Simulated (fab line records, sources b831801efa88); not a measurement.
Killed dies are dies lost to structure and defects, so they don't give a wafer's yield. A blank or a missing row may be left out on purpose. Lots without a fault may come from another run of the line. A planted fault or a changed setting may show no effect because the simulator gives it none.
A struck lot beside a sound one | flow sfq_line | 25 steps out of a route of 325
Sound: wafers L887.3, L887.4, L887.5. Struck: wafers L909.1, L909.5. (L909.2 of the same lot was not struck and is left out.) The cause comes at the end.
At each step with rows: each side's tool, then ch and its chambers, then its first start. Under that, the readings that differ: sound wafers | struck wafers | difference of the means | sigmas: that difference in standard deviations of wafers without a fault.
alike: readings whose means differ by less than 2 such deviations, and words and numbers that are the same on both sides. not compared: withheld readings, readings that some wafer has no value for, bounds like >300 that may hide the same value, and numbers for which the record gives no deviation and whose values overlap.
The two part at a step that has a row with sigmas, a row that says differs or no value, or rows on one side only. Numbers that don't overlap but have no deviation are shown without sigmas and don't part them. A reading that every wafer of one side lacks parts them only if that side has two wafers or more.

first, 6 steps without rows for these wafers: SFQ_TRILAYER_M7_LITHO_COAT_182 (resist thk 62 nm); SFQ_TRILAYER_M7_LITHO_COAT_177 (resist thk 600 nm); SFQ_TRILAYER_M7_LITHO_SOFTBAKE_181; SFQ_TRILAYER_M7_LITHO_EXPOSE_178 (exposes mask M7, target cd 500 nm); SFQ_TRILAYER_M7_LITHO_PEB_180 (peb time 60 s); SFQ_TRILAYER_M7_LITHO_DEVELOP_179 (time 60 s).
SFQ_M7_OVL_MEAS_945:
  sound on overlay-01, day 62 12:14; struck on overlay-02, day 71 21:19
  alike: M7_OVL
SFQ_TRILAYER_M7_BARC_OPEN_METAL_ETCH_229: etches BARC in O2, target depth 125 nm, time 41.7 s.
  sound on rie_metal-03 ch 0, day 62 12:18; struck on rie_metal-02 ch 1, day 71 21:21
  alike: chamber_pressure_mTorr, drypump_motor_current_A, oes_product_au
  not compared: rf_hours_counter_h
SFQ_TRILAYER_M7_ETCH_METAL_ETCH_180: etches Nb in Cl2/Ar, stops on SiO2, target depth 240 nm, time 120 s.
  sound on rie_metal-03 ch 0, day 62 12:28; struck on rie_metal-02 ch 1, day 71 21:25
  alike: chamber_pressure_mTorr, drypump_motor_current_A, oes_product_au
  not compared: rf_hours_counter_h
SFQ_TRILAYER_M7_STRIP_STRIP_181: strips in O2.
  sound on rie_metal-03 ch 0, day 62 13:02; struck on rie_metal-02 ch 1, day 71 21:32
  alike: chamber_pressure_mTorr, drypump_motor_current_A, oes_product_au
  not compared: rf_hours_counter_h
then, 2 steps without rows for these wafers: SFQ_TRILAYER_M7_STRIP_SOLV_CLEAN_182 (cleans in NMP, time 600 s); SFQ_TRILAYER_I7_DEP_PECVD_183 (deposits SiO2 from SiH4/N2O, time 111.11 s, target thk 500 nm).
SFQ_TRILAYER_I7_CMP_CMP_184: polishes SiO2.
  sound on cmp-02 ch 1,3, day 63 21:58; struck on cmp-02 ch 0,2, day 72 00:59
  reading                                             | sound             | struck      | difference | sigmas
  time_to_endpoint_s (s)                              | 200 202 206       | 162 173     | -35        | -5
  model.SiO2_of_TRILAYER_I7_DEP_PECVD_183.thk_nm (nm) | 199.8 197.1 197.6 | 250.2 251.2 | +52.5      |
  alike: motor_current_A
SFQ_I7_BOW_MEAS_946:
  sound on film_metro-01, day 64 00:30; struck on film_metro-02, day 72 02:59
  alike: I7_BOW
SFQ_TRILAYER_I7_METRO_MEASURE_185:
  sound on film_metro-01, day 64 00:59; struck on film_metro-02, day 72 03:06
  reading     | sound             | struck      | difference | sigmas
  thk_nm (nm) | 199.8 197.1 197.8 | 250.2 251.3 | +52.5      | +44
then, 6 steps without rows for these wafers: SFQ_TRILAYER_I7_VIA_LITHO_COAT_192 (resist thk 62 nm); SFQ_TRILAYER_I7_VIA_LITHO_COAT_187 (resist thk 650 nm); SFQ_TRILAYER_I7_VIA_LITHO_SOFTBAKE_191; SFQ_TRILAYER_I7_VIA_LITHO_EXPOSE_188 (exposes mask I7, target cd 1000 nm); SFQ_TRILAYER_I7_VIA_LITHO_PEB_190 (peb time 60 s); SFQ_TRILAYER_I7_VIA_LITHO_DEVELOP_189 (time 60 s).
-- the record jumps here: 4 days lie between the struck wafers' starts before and after --
SFQ_I7_OVL_MEAS_947:
  sound on overlay-01, day 67 22:15; struck on overlay-02, day 75 16:49
  reading     | sound   | struck | difference | sigmas
  I7_OVL (nm) | -3 1 -1 | 13 16  | +16        | +2
SFQ_TRILAYER_I7_VIA_BARC_OPEN_VIA_ETCH_260: etches BARC in O2, target depth 125 nm, time 41.7 s.
  sound on rie_diel-01 ch 1,2, day 67 22:17; struck on rie_diel-03 ch 0,3, day 75 16:50
  alike: chamber_pressure_mTorr, drypump_motor_current_A, oes_product_au
  not compared: rf_hours_counter_h
SFQ_TRILAYER_I7_VIA_ETCH_VIA_ETCH_190: etches SiO2 in CHF3, stops on Nb, target depth 260 nm.
  sound on rie_diel-01 ch 1,2, day 67 22:19; struck on rie_diel-03 ch 0,3, day 75 16:53
  reading                        | sound             | struck      | difference | sigmas
  chamber_pressure_mTorr (mTorr) | 30.01 30.03 29.94 | 30.08 30.06 | +0.08      | +2
  oes_product_au (a.u.)          | 0.848 0.845 0.851 | 0.977 0.980 | +0.130     | +22
  model.etch.depth_nm (nm)       | 199.8 197.1 197.6 | 250.2 251.2 | +52.5      |
  model.I7.feature_depth_nm (nm) | 199.8 197.1 197.6 | 250.2 251.2 | +52.5      |
  alike: drypump_motor_current_A
SFQ_TRILAYER_I7_VIA_STRIP_STRIP_191: strips in O2.
  sound on rie_metal-04 ch 0,1, day 67 22:38; struck on rie_metal-03 ch 0,1, day 75 17:00
  alike: chamber_pressure_mTorr, drypump_motor_current_A, oes_product_au
  not compared: rf_hours_counter_h

WHERE THEY PART
First at SFQ_TRILAYER_I7_CMP_CMP_184; last, within this record, at SFQ_TRILAYER_I7_VIA_ETCH_VIA_ETCH_190. Later steps at which nothing parts them and some readings are alike: SFQ_TRILAYER_I7_VIA_STRIP_STRIP_191.

WHY: what the simulator had put in
Process parameter drift: cmp-02, from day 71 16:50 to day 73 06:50, at SFQ_TRILAYER_I7_CMP_CMP_184. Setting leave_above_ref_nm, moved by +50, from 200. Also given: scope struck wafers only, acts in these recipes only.
